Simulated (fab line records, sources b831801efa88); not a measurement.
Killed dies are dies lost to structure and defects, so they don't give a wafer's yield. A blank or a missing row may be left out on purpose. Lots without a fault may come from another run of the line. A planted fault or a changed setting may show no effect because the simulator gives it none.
A struck lot beside a sound one | flow sfq_line | 29 steps out of a route of 325
Sound: wafers L798.1, L798.2, L798.6. Struck: wafers L808.1, L808.4, L808.5. The cause comes at the end.
At each step with rows: each side's tool, then ch and its chambers, then its first start. Under that, the readings that differ: sound wafers | struck wafers | difference of the means | sigmas: that difference in standard deviations of wafers without a fault.
alike: readings whose means differ by less than 2 such deviations, and words and numbers that are the same on both sides. not compared: withheld readings, readings that some wafer has no value for, bounds like >300 that may hide the same value, and numbers for which the record gives no deviation and whose values overlap.
The two part at a step that has a row with sigmas, a row that says differs or no value, or rows on one side only. Numbers that don't overlap but have no deviation are shown without sigmas and don't part them. A reading that every wafer of one side lacks parts them only if that side has two wafers or more.

first, 2 steps without rows for these wafers: SFQ_TRILAYER_I2_VIA_STRIP_SOLV_CLEAN_072 (cleans in NMP, time 600 s); SFQ_TRILAYER_M3_DEP_PRE_CLEAN_074 (time 22.5 s).
SFQ_TRILAYER_M3_DEP_SPUTTER_073: material Nb, target thk 200 nm, time 133.3 s.
  sound on pvd_sputter-04, day 40 23:25; struck on pvd_sputter-04, day 43 16:47
  alike: throttle_valve_pct
SFQ_M3_RS_MEAS_919: measures by four-point-probe.
  sound on film_metro-01, day 40 23:31; struck on film_metro-04, day 43 16:52
  alike: M3_NB_RS
then, 6 steps without rows for these wafers: SFQ_TRILAYER_M3_LITHO_COAT_080 (resist thk 62 nm); SFQ_TRILAYER_M3_LITHO_COAT_075 (resist thk 600 nm); SFQ_TRILAYER_M3_LITHO_SOFTBAKE_079; SFQ_TRILAYER_M3_LITHO_EXPOSE_076 (exposes mask M3, target cd 500 nm); SFQ_TRILAYER_M3_LITHO_PEB_078 (peb time 60 s); SFQ_TRILAYER_M3_LITHO_DEVELOP_077 (time 60 s).
-- the record jumps here: 6 days lie between the struck wafers' starts before and after --
SFQ_M3_OVL_MEAS_921:
  sound on overlay-01, day 46 18:19; struck on overlay-02, day 49 15:08
  alike: M3_OVL
SFQ_TRILAYER_M3_BARC_OPEN_METAL_ETCH_100: etches BARC in O2, target depth 125 nm, time 41.7 s.
  sound on rie_metal-04 ch 0,1, day 46 18:21; struck on rie_metal-02 ch 0,1, day 49 15:11
  no value came back on the struck wafers for any of 5 readings (bias_w (W), chamber_pressure_mTorr (mTorr) and others); on the sound wafers bias_w (W) reads 80.12 80.44 80.14
  reading                                             | sound           | struck        | difference | sigmas
  model.KrF_of_TRILAYER_M3_LITHO_COAT_075.thk_nm (nm) | 522.4 524.6 522 | 573 572 572.5 | +50        |
  not compared: rf_hours_counter_h
SFQ_TRILAYER_M3_ETCH_METAL_ETCH_078: etches Nb in Cl2/Ar, stops on SiO2, target depth 240 nm, time 120 s.
  sound on rie_metal-04 ch 0,1, day 46 18:25; struck on rie_metal-02 ch 0,1, day 49 15:14
  reading                                             | sound             | struck            | difference | sigmas
  oes_product_au (a.u.)                               | 0.892 0.885 0.896 | 0.379 0.378 0.373 | -0.514     | -62
  model.KrF_of_TRILAYER_M3_LITHO_COAT_075.thk_nm (nm) | 379.6 384.4 378.6 | 431.9 431.5 434.1 | +51.6      |
  alike: bias_w, chamber_pressure_mTorr, drypump_motor_current_A, rf_fwd_power_W
  not compared: rf_hours_counter_h
SFQ_TRILAYER_M3_STRIP_STRIP_079: strips in O2.
  sound on rie_metal-04 ch 0,1, day 46 18:32; struck on rie_metal-02 ch 0,1, day 49 15:22
  alike: drypump_motor_current_A, oes_product_au
  not compared: rf_hours_counter_h
then, 2 steps without rows for these wafers: SFQ_TRILAYER_M3_STRIP_SOLV_CLEAN_080 (cleans in NMP, time 600 s); SFQ_TRILAYER_I3_DEP_PECVD_081 (deposits SiO2 from SiH4/N2O, time 111.11 s, target thk 500 nm).
SFQ_TRILAYER_I3_CMP_CMP_082: polishes SiO2.
  sound on cmp-02 ch 0,1, day 46 23:18; struck on cmp-02 ch 0,2,3, day 49 20:48
  alike: motor_current_A, time_to_endpoint_s
SFQ_I3_BOW_MEAS_922:
  sound on film_metro-02, day 47 02:18; struck on film_metro-03, day 49 23:18
  alike: I3_BOW
then, 4 steps without rows for these wafers: SFQ_TRILAYER_I3_METRO_MEASURE_083; SFQ_TRILAYER_I3_VIA_LITHO_COAT_090 (resist thk 62 nm); SFQ_TRILAYER_I3_VIA_LITHO_COAT_085 (resist thk 650 nm); SFQ_TRILAYER_I3_VIA_LITHO_SOFTBAKE_089.
-- the record jumps here: 5 days lie between the struck wafers' starts before and after --
SFQ_TRILAYER_I3_VIA_LITHO_EXPOSE_086: exposes mask I3, target cd 500 nm.
  sound on krf_scanner-02 ch 0, day 52 17:07; struck on krf_scanner-02, day 55 02:43
  no value came back on the struck wafers for exposure_dose_mJ_cm2, focus_offset_nm (nm), reticle_temp_C (C); on the sound wafers exposure_dose_mJ_cm2 reads 21.316 21.259 21.295
  alike: mask
then, 2 steps without rows for these wafers: SFQ_TRILAYER_I3_VIA_LITHO_PEB_088 (peb time 60 s); SFQ_TRILAYER_I3_VIA_LITHO_DEVELOP_087 (time 60 s).
SFQ_I3_OVL_MEAS_923:
  sound on overlay-01, day 52 18:37; struck on overlay-02, day 55 04:13
  reading     | sound    | struck | difference                    | sigmas
  I3_OVL (nm) | -7 -5 -8 | - - -  | no value on the struck wafers |
SFQ_TRILAYER_I3_VIA_BARC_OPEN_VIA_ETCH_121: etches BARC in O2, target depth 125 nm, time 41.7 s.
  sound on rie_diel-03 ch 2,3, day 52 18:40; struck on rie_diel-02 ch 0,2,3, day 55 04:16
  alike: bias_w, chamber_pressure_mTorr, drypump_motor_current_A, oes_product_au, rf_fwd_power_W
  not compared: rf_hours_counter_h
SFQ_TRILAYER_I3_VIA_ETCH_VIA_ETCH_088: etches SiO2 in CHF3, stops on Nb, target depth 260 nm.
  sound on rie_diel-03 ch 2,3, day 52 18:42; struck on rie_diel-02 ch 0,2,3, day 55 04:18
  reading               | sound             | struck            | difference | sigmas
  oes_product_au (a.u.) | 0.865 0.856 0.857 | 0.376 0.376 0.377 | -0.483     | -91
  model.I3.cd_nm (nm)   | 499.1 501.2 501   | 2.039 4.431 2.878 | -497.317   |
  alike: bias_w, chamber_pressure_mTorr, drypump_motor_current_A, rf_fwd_power_W
SFQ_TRILAYER_I3_VIA_STRIP_STRIP_089: strips in O2.
  sound on rie_metal-01 ch 0,1, day 52 18:49; struck on rie_metal-01 ch 0,1, day 55 04:25
  alike: drypump_motor_current_A, oes_product_au
  not compared: rf_hours_counter_h

WHERE THEY PART
First at SFQ_TRILAYER_M3_BARC_OPEN_METAL_ETCH_100; last, within this record, at SFQ_TRILAYER_I3_VIA_ETCH_VIA_ETCH_088. Later steps at which nothing parts them and some readings are alike: SFQ_TRILAYER_I3_VIA_STRIP_STRIP_089.

WHY: what the simulator had put in
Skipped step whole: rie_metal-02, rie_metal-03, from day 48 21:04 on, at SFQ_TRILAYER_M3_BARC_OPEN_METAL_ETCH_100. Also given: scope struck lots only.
